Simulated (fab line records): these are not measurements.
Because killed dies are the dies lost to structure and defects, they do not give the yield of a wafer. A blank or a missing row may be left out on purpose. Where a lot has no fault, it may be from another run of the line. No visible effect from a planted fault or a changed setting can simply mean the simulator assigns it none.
Matching of chambers | flow gf180mcu | 3 sister chambers for GF_V3_CVD_02 on pecvd-04
The step deposits SiO2 from TEOS, target thk 850 nm, time 94.851 s. 18 wafers are shown with their chamber, then 9 later ones without.

== WAFERS, EACH WITH ITS CHAMBER ==
wafer  | chamber | heater-power-w (W)
L074.1 | 2       | 662
L074.4 | 1       | 572
L074.5 | 2       | 707
L075.2 | 0       | 723
L075.4 | 1       | 455
L075.5 | 2       | 587
L076.1 | 2       | 686
L076.3 | 1       | 587
L076.4 | 0       | 739
L080.3 | 2       | 666
L080.4 | 2       | 702
L080.6 | 0       | 736
L083.3 | 1       | 589
L083.4 | 0       | 705
L083.6 | 2       | 661
L088.2 | 0       | 675
L088.3 | 2       | 646
L088.5 | 0       | 709

SIGNATURES (means of the wafers above)
reading        | chamber 0 | chamber 1 | chamber 2 | scatter within a chamber
heater-power-w | 714.50    | 550.75    | 664.62    | 41
Rule: for each reading, subtract the chamber's mean from the wafer's reading, divide by that reading's scatter and square the result; add these up over the readings and take the root, which gives the wafer's distance from the chamber. The wafer belongs to the nearest chamber; if the next one is less than 2 further off, it can't be placed. The scatter: take each reading less its chamber's mean, square it, sum over the shown wafers, divide by the number of wafers less the number of chambers, and take the root.

== WAFERS WHOSE CHAMBER IS MISSING ==
wafer  | heater-power-w (W)
L092.2 | 653
L092.3 | 539
L092.6 | 573
L094.3 | 698
L094.4 | 541
L094.6 | 579
L095.2 | 592
L095.3 | 584
L095.6 | 660

== CHAMBER TAKEN BY EACH ==
wafer  | from the rows above          | in truth
L092.2 | can't be placed: 2 or 0      | 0
L092.3 | 1                            | 1
L092.6 | can't be placed: 1 or 2      | 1
L094.3 | can't be placed: 0 or 2      | 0
L094.4 | 1                            | 1
L094.6 | can't be placed: 1 or 2      | 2
L095.2 | can't be placed: 1 or 2 or 0 | 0
L095.3 | can't be placed: 1 or 2      | 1
L095.6 | can't be placed: 2 or 0      | 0
Correctly placed: 2 of 9. Not placeable from these rows: 7 (in 7, the candidates include the true chamber). 0 placed wrongly.
